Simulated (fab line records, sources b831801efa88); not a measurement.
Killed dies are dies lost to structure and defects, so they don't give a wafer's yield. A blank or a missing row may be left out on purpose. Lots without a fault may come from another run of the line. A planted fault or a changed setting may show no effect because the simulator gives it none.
Which tool did it? | flow gf180mcu | 11 lots, 33 wafers sampled, at 6 steps of a route of 602

WHAT THE GAUGES READ, wafer by wafer
GF_STI_THK_MEAS_04.
lot  | measured    | on            | STI_CVD_03_THK (nm)
L265 | day 1 14:22 | film_metro-02 | 207.3 208.0 207.2
L268 | day 2 04:34 | film_metro-03 | 206.1 206.3 206.8
L269 | day 2 09:34 | film_metro-03 | 208.6 206.9 208.3
L271 | day 2 19:34 | film_metro-03 | 210.8 212.3 212.0
L272 | day 3 00:34 | film_metro-03 | 206.2 205.6 205.3
L274 | day 3 12:24 | film_metro-01 | 208.1 207.4 208.3
L275 | day 3 15:34 | film_metro-01 | 208.3 208.1 207.7
L277 | day 4 02:34 | film_metro-01 | 208.7 207.7 208.7
L280 | day 4 20:08 | film_metro-02 | 208.0 208.2 206.9
L282 | day 5 02:34 | film_metro-03 | 209.3 211.3 210.0
L288 | day 6 09:03 | film_metro-02 | 210.3 210.2 211.1

GF_DNWELL_TW_MEAS_09.
lot  | measured    | on            | DNWELL_TW
L265 | day 2 19:16 | film_metro-04 | 1335 1338 1339
L268 | day 3 09:59 | film_metro-04 | 1360 1356 1355
L269 | day 3 15:55 | film_metro-01 | 1348 1341 1348
L271 | day 4 01:33 | film_metro-04 | 1354 1358 1350
L272 | day 4 07:10 | film_metro-03 | 1340 1333 1339
L274 | day 4 19:04 | film_metro-01 | 1356 1364 1362
L275 | day 4 22:16 | film_metro-04 | 1360 1357 1364
L277 | day 5 09:53 | film_metro-04 | 1359 1358 1348
L280 | day 6 05:15 | film_metro-04 | 1346 1354 1354
L282 | day 6 13:16 | film_metro-03 | 1342 1342 1336
L288 | day 7 19:55 | film_metro-01 | 1336 1350 1339

GF_POLY_GATE_THK_MEAS_01.
lot  | measured     | on            | POLY_GATE_CVD_00_THK (nm)
L265 | day 8 10:02  | film_metro-04 | 198.6 199.7 200.8
L268 | day 9 04:02  | film_metro-01 | 199.8 201.8 201.5
L269 | day 9 14:52  | film_metro-01 | 200.5 200.3 198.8
L271 | day 10 03:13 | film_metro-04 | 202.3 201.4 201.0
L272 | day 10 08:55 | film_metro-04 | 199.8 200.6 198.8
L274 | day 11 01:17 | film_metro-03 | 199.4 199.8 198.3
L275 | day 11 05:05 | film_metro-01 | 197.6 197.6 197.9
L277 | day 11 19:25 | film_metro-03 | 203.7 201.2 203.8
L280 | day 13 03:13 | film_metro-03 | 147.7 147.1 146.1 147.8 147.1 146.0
L282 | day 13 13:40 | film_metro-01 | 146.2 145.9 146.7 146.2 145.7 146.7
L288 | day 15 00:55 | film_metro-01 | 200.9 199.8 202.4

GF_POLY_GATE_THK_MEAS_17.
lot  | measured     | on            | POLY_GATE_OXIDATION_THK (nm)
L265 | day 9 03:59  | film_metro-04 | 3.90 3.96 3.91
L268 | day 9 22:23  | film_metro-03 | 3.91 3.94 3.86
L269 | day 10 10:16 | film_metro-01 | 4.02 3.98 4.01
L271 | day 10 23:22 | film_metro-04 | 3.88 3.96 3.96
L272 | day 11 04:44 | film_metro-01 | 4.04 4.06 3.93
L274 | day 11 21:19 | film_metro-01 | 4.03 4.05 3.94
L275 | day 12 01:51 | film_metro-03 | 3.93 3.92 3.90
L277 | day 12 18:59 | film_metro-01 | 4.04 4.06 4.06
L280 | day 14 02:13 | film_metro-01 | 3.78 3.83 3.79
L282 | day 14 12:07 | film_metro-04 | 4.05 4.11 4.03
L288 | day 16 00:44 | film_metro-03 | 3.91 3.94 3.90

WHICH TOOL RAN EACH LOT (tool, then ch and the chambers of the sampled wafers, then the start)
lot  | GF_POLY_GATE_CVD_00         | GF_POLY_GATE_ETCH_13
L265 | lpcvd-02 ch 0, day 8 08:01  | rie_si-01 ch 0,3, day 9 02:31
L268 | lpcvd-01 ch 0, day 9 02:41  | rie_si-02 ch 0,3, day 9 20:55
L269 | lpcvd-01 ch 0, day 9 13:31  | rie_si-01 ch 0,3, day 10 08:49
L271 | lpcvd-01 ch 1, day 10 01:53 | rie_si-01 ch 0,2,3, day 10 21:37
L272 | lpcvd-01 ch 0, day 10 07:35 | rie_si-01 ch 0,1,3, day 11 03:13
L274 | lpcvd-02 ch 1, day 10 23:58 | rie_si-02 ch 0,1,3, day 11 19:52
L275 | lpcvd-02 ch 0, day 11 03:44 | rie_si-02 ch 0,2, day 12 00:23
L277 | lpcvd-01 ch 0, day 11 18:04 | rie_si-01 ch 0,1,2, day 12 14:44
L280 | lpcvd-01 ch 0, day 13 01:53 | rie_si-01 ch 0,3, day 13 23:53
L282 | lpcvd-01 ch 0, day 13 12:19 | rie_si-02 ch 0,3, day 14 10:32
L288 | lpcvd-02 ch 1, day 14 23:34 | rie_si-01 ch 0,2, day 15 22:42
- GF_POLY_GATE_CVD_00: deposits poly-Si, target thk 200 nm, time 1200 s.
- GF_POLY_GATE_ETCH_13: etches poly-Si in HBr/Cl2, stops on SiO2, target depth 198.5 nm, time 69.6 s.

WHAT THE TOOLS THEMSELVES READ (means of the sampled wafers that have a number; where no wafer has one, the mark that the record gives instead)
GF_POLY_GATE_CVD_00.
lot  | tool     | spike_tc_bottom_C (C) | spike_tc_centre_C (C) | spike_tc_lower_C (C) | spike_tc_top_C (C) | spike_tc_upper_C (C) | susceptor_temp_C (C) | zone_power_upper_pct (%)
L265 | lpcvd-02 | 639.3                 | 620.8                 | 621.7                | 636.4              | 618.6                | 620.06               | 8.1
L268 | lpcvd-01 | 639.8                 | 619.8                 | 618.2                | 635.0              | 618.9                | 619.75               | 8.0
L269 | lpcvd-01 | 638.0                 | 619.5                 | 619.0                | 635.7              | 619.0                | 619.83               | 8.0
L271 | lpcvd-01 | 643.5                 | 619.6                 | 619.5                | 638.7              | 617.7                | 619.67               | 10.2
L272 | lpcvd-01 | 637.2                 | 619.6                 | 619.5                | 636.5              | 620.2                | 620.18               | 7.9
L274 | lpcvd-02 | 639.0                 | 622.4                 | 620.1                | 637.5              | 621.5                | 620.00               | 8.9
L275 | lpcvd-02 | 639.5                 | 620.9                 | 619.5                | 635.3              | 618.5                | 620.15               | 8.1
L277 | lpcvd-01 | 639.2                 | 619.6                 | 618.6                | 635.8              | 620.0                | 619.77               | 7.9
L280 | lpcvd-01 | 624.1                 | 605.8                 | 606.2                | 622.8              | 606.5                | 606.69               | 7.6
L282 | lpcvd-01 | 624.7                 | 606.4                 | 606.5                | 621.7              | 607.7                | 606.52               | 7.6
L288 | lpcvd-02 | 640.1                 | 620.8                 | 619.4                | 637.5              | 621.3                | 619.85               | 9.0

GF_POLY_GATE_ETCH_13.
lot  | tool      | HBr_flow_sccm (sccm) | drypump_motor_current_A (A) | oes_product_au (a.u.) | throttle_valve_pct (%)
L265 | rie_si-01 | 149.8                | 5.3                         | 0.991                 | 33.688
L268 | rie_si-02 | 150.3                | 5.8                         | 0.988                 | 33.688
L269 | rie_si-01 | 149.9                | 5.5                         | 0.997                 | 33.689
L271 | rie_si-01 | 149.8                | 5.4                         | 0.994                 | 33.690
L272 | rie_si-01 | 149.9                | 5.6                         | 0.995                 | 33.683
L274 | rie_si-02 | 149.8                | 6.0                         | 0.982                 | 33.682
L275 | rie_si-02 | 150.1                | 6.0                         | 0.978                 | 33.680
L277 | rie_si-01 | 150.2                | 5.5                         | 1.002                 | 33.680
L280 | rie_si-01 | 149.8                | 5.3                         | 0.808                 | 33.693
L282 | rie_si-02 | 149.7                | 5.8                         | 0.807                 | 33.685
L288 | rie_si-01 | 150.0                | 5.3                         | 0.992                 | 33.691

THE ANSWER, worked out from the rows above alone
Rule: what is usual is taken from the lots themselves. Put in order of their means at a reading, lots are off if they are a third of the lots or fewer, leave a main group of 4 or more, and stand apart from it by a gap of 3 or more times the standard deviation of the main group's means; of several such gaps the widest counts. A main group whose means are all the same, to the digits that the tables above print for the reading, isn't used. A lot without any number at a reading at which 4 lots or more have one is off too. The other lots that the step has rows for count as sound. The gauges are gone through in route order, then the tools' own readings, and for those a lot's mean is taken as printed above. The first step at which some lot is off is used, and at that step the reading that is off furthest; a lot without a number counts as furthest.
Off: L280, L282, at GF_POLY_GATE_THK_MEAS_01 (POLY_GATE_CVD_00_THK). The main group: mean 200.3 nm, standard deviation 1.4.
A tool fits if, at a process step before that reading, it ran every lot that is off, and no sound lot after the first of them. The gauges at GF_POLY_GATE_THK_MEAS_01 aren't tried: what is off there is off at GF_POLY_GATE_CVD_00 too, on other tools, and a gauge's error can't cause that. One fits: lpcvd-01 at GF_POLY_GATE_CVD_00. Its last sound lot is L277 (day 11 18:04), its first lot that is off L280 (day 13 01:53): a fault that began between those two fits.
The tool's own readings at GF_POLY_GATE_CVD_00 bear it out: on the lots that are off they differ by more than 5 times the standard deviation of the sound lots' means. spike_tc_bottom_C reads 624.4 C there against 639.5 C on the sound lots; spike_tc_centre_C reads 606.1 C there against 620.3 C on the sound lots; spike_tc_lower_C reads 606.4 C there against 619.5 C on the sound lots; spike_tc_top_C reads 622.2 C there against 636.5 C on the sound lots; spike_tc_upper_C reads 607.1 C there against 619.5 C on the sound lots; susceptor_temp_C reads 606.61 C there against 619.92 C on the sound lots.

WHAT THE SIMULATOR HAD PUT IN
Process parameter drift: lpcvd-01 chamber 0, from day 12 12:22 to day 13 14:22, at GF_POLY_GATE_CVD_00. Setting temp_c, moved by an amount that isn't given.
Lots struck among those shown: L280, L282. The rule above found the same.
